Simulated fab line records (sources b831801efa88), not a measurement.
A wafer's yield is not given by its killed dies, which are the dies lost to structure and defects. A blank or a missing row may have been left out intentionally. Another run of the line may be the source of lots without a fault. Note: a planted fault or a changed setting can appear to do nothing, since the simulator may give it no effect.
Shared-tool check || flow gf180mcu || Lots sampled 14, wafers sampled 42

## WHY THIS WAS OPENED
2 of 14 lots carry a flag on the reading POLY_GATE_CVD_00_THK at GF_POLY_GATE_THK_MEAS_01. No-fault wafers: 200.8 nm, standard deviation 2.2.
Rule: a lot is flagged in two cases, either no wafer of it has a number, or all its wafers with numbers fall more than 4 standard deviations from that mean. All remaining lots are regarded as sound.

{"lot": "L115", "measured": "day 8 15:01", "on": "film_metro-04", "POLY_GATE_CVD_00_THK (nm), wafer by wafer": "199.1 198.3 197.6", "flag": ""}
{"lot": "L116", "measured": "day 8 20:43", "on": "film_metro-03", "POLY_GATE_CVD_00_THK (nm), wafer by wafer": "198.9 199.1 200.0", "flag": ""}
{"lot": "L117", "measured": "day 9 02:46", "on": "film_metro-02", "POLY_GATE_CVD_00_THK (nm), wafer by wafer": "198.8 198.3 199.5", "flag": ""}
{"lot": "L118", "measured": "day 9 11:35", "on": "film_metro-02", "POLY_GATE_CVD_00_THK (nm), wafer by wafer": "201.7 199.9 199.9", "flag": ""}
{"lot": "L119", "measured": "day 9 13:57", "on": "film_metro-04", "POLY_GATE_CVD_00_THK (nm), wafer by wafer": "199.2 198.7 198.1", "flag": ""}
{"lot": "L120", "measured": "day 9 22:36", "on": "film_metro-02", "POLY_GATE_CVD_00_THK (nm), wafer by wafer": "198.5 198.8 199.7", "flag": ""}
{"lot": "L122", "measured": "day 10 09:24", "on": "film_metro-03", "POLY_GATE_CVD_00_THK (nm), wafer by wafer": "200.5 198.8 200.8", "flag": ""}
{"lot": "L124", "measured": "day 11 02:44", "on": "film_metro-04", "POLY_GATE_CVD_00_THK (nm), wafer by wafer": "199.0 199.3 199.3", "flag": ""}
{"lot": "L128", "measured": "day 12 05:25", "on": "film_metro-03", "POLY_GATE_CVD_00_THK (nm), wafer by wafer": "203.3 203.9 204.3", "flag": ""}
{"lot": "L131", "measured": "day 13 02:51", "on": "film_metro-02", "POLY_GATE_CVD_00_THK (nm), wafer by wafer": "171.8 172.8 173.1", "flag": "FLAGGED"}
{"lot": "L132", "measured": "day 13 07:51", "on": "film_metro-03", "POLY_GATE_CVD_00_THK (nm), wafer by wafer": "203.1 201.4 203.2", "flag": ""}
{"lot": "L134", "measured": "day 13 22:55", "on": "film_metro-02", "POLY_GATE_CVD_00_THK (nm), wafer by wafer": "170.4 171.7 171.6", "flag": "FLAGGED"}
{"lot": "L137", "measured": "day 14 19:35", "on": "film_metro-03", "POLY_GATE_CVD_00_THK (nm), wafer by wafer": "203.0 200.7 202.4", "flag": ""}
{"lot": "L138", "measured": "day 15 08:11", "on": "film_metro-03", "POLY_GATE_CVD_00_THK (nm), wafer by wafer": "202.8 203.1 202.4", "flag": ""}
Average over the flagged lots: 171.9 nm; offset from the usual -28.9 nm, equal to -13 standard deviations.

## LOT BY LOT: THE TOOL USED
The record holds 1 process step before the reading, out of a route of 602 steps. Cell contents, in order: the tool; ch with the chambers the sampled wafers went through; the start.
{"lot": "L115", "flag": "", "GF_POLY_GATE_CVD_00": "lpcvd-02 ch 1, day 8 13:41"}
{"lot": "L116", "flag": "", "GF_POLY_GATE_CVD_00": "lpcvd-01 ch 0, day 8 19:22"}
{"lot": "L117", "flag": "", "GF_POLY_GATE_CVD_00": "lpcvd-01 ch 1, day 9 01:26"}
{"lot": "L118", "flag": "", "GF_POLY_GATE_CVD_00": "lpcvd-02 ch 1, day 9 10:16"}
{"lot": "L119", "flag": "", "GF_POLY_GATE_CVD_00": "lpcvd-02 ch 1, day 9 12:37"}
{"lot": "L120", "flag": "", "GF_POLY_GATE_CVD_00": "lpcvd-02 ch 0, day 9 21:16"}
{"lot": "L122", "flag": "", "GF_POLY_GATE_CVD_00": "lpcvd-02 ch 1, day 10 08:04"}
{"lot": "L124", "flag": "", "GF_POLY_GATE_CVD_00": "lpcvd-02 ch 1, day 11 01:24"}
{"lot": "L128", "flag": "", "GF_POLY_GATE_CVD_00": "lpcvd-01 ch 0, day 12 04:04"}
{"lot": "L131", "flag": "FLAGGED", "GF_POLY_GATE_CVD_00": "lpcvd-02 ch 0, day 13 00:51"}
{"lot": "L132", "flag": "", "GF_POLY_GATE_CVD_00": "lpcvd-01 ch 1, day 13 06:31"}
{"lot": "L134", "flag": "FLAGGED", "GF_POLY_GATE_CVD_00": "lpcvd-02 ch 1, day 13 21:34"}
{"lot": "L137", "flag": "", "GF_POLY_GATE_CVD_00": "lpcvd-01 ch 1, day 14 18:15"}
{"lot": "L138", "flag": "", "GF_POLY_GATE_CVD_00": "lpcvd-01 ch 1, day 15 06:51"}
What these steps do:
- GF_POLY_GATE_CVD_00: deposits poly-Si, target thk 200 nm, time 1200 s.
- GF_POLY_GATE_THK_MEAS_01

## FLAGGED AGAINST TOTAL, ONE TOOL AT A TIME (gauges that did the reading follow at the end)
{"step": "GF_POLY_GATE_CVD_00", "tool": "lpcvd-01", "lots run": 6, "flagged": 0, "share of the flagged lots": "none", "sound lots run after its first flagged lot": "-"}
{"step": "GF_POLY_GATE_CVD_00", "tool": "lpcvd-02", "lots run": 8, "flagged": 2, "share of the flagged lots": "all", "sound lots run after its first flagged lot": 0}
{"step": "GF_POLY_GATE_THK_MEAS_01", "tool": "film_metro-02", "lots run": 5, "flagged": 2, "share of the flagged lots": "all", "sound lots run after its first flagged lot": 0}
{"step": "GF_POLY_GATE_THK_MEAS_01", "tool": "film_metro-03", "lots run": 6, "flagged": 0, "share of the flagged lots": "none", "sound lots run after its first flagged lot": "-"}
{"step": "GF_POLY_GATE_THK_MEAS_01", "tool": "film_metro-04", "lots run": 3, "flagged": 0, "share of the flagged lots": "none", "sound lots run after its first flagged lot": "-"}

## WHAT IS ALLOWED BY THE TABLE
In 2 table rows, all flagged lots were run: lpcvd-02 (GF_POLY_GATE_CVD_00), film_metro-02 (GF_POLY_GATE_THK_MEAS_01).
- lpcvd-02 at GF_POLY_GATE_CVD_00 ran 8 lots, 2 of them flagged. Last sound lot L124 at day 11 01:24, first flagged lot L131 at day 13 00:51; a fault beginning in between fits.
- film_metro-02 at GF_POLY_GATE_THK_MEAS_01 ran 5 lots, 2 of them flagged. Last sound lot L120 at day 9 22:36, first flagged lot L131 at day 13 02:51; a fault beginning in between fits.
A lot count leaves these 2 tools indistinguishable: every one of them fits a fault beginning at some hour. More lots, or a look at what each step does to the wafer, might.

## WHAT THE SIMULATOR HAD INSERTED
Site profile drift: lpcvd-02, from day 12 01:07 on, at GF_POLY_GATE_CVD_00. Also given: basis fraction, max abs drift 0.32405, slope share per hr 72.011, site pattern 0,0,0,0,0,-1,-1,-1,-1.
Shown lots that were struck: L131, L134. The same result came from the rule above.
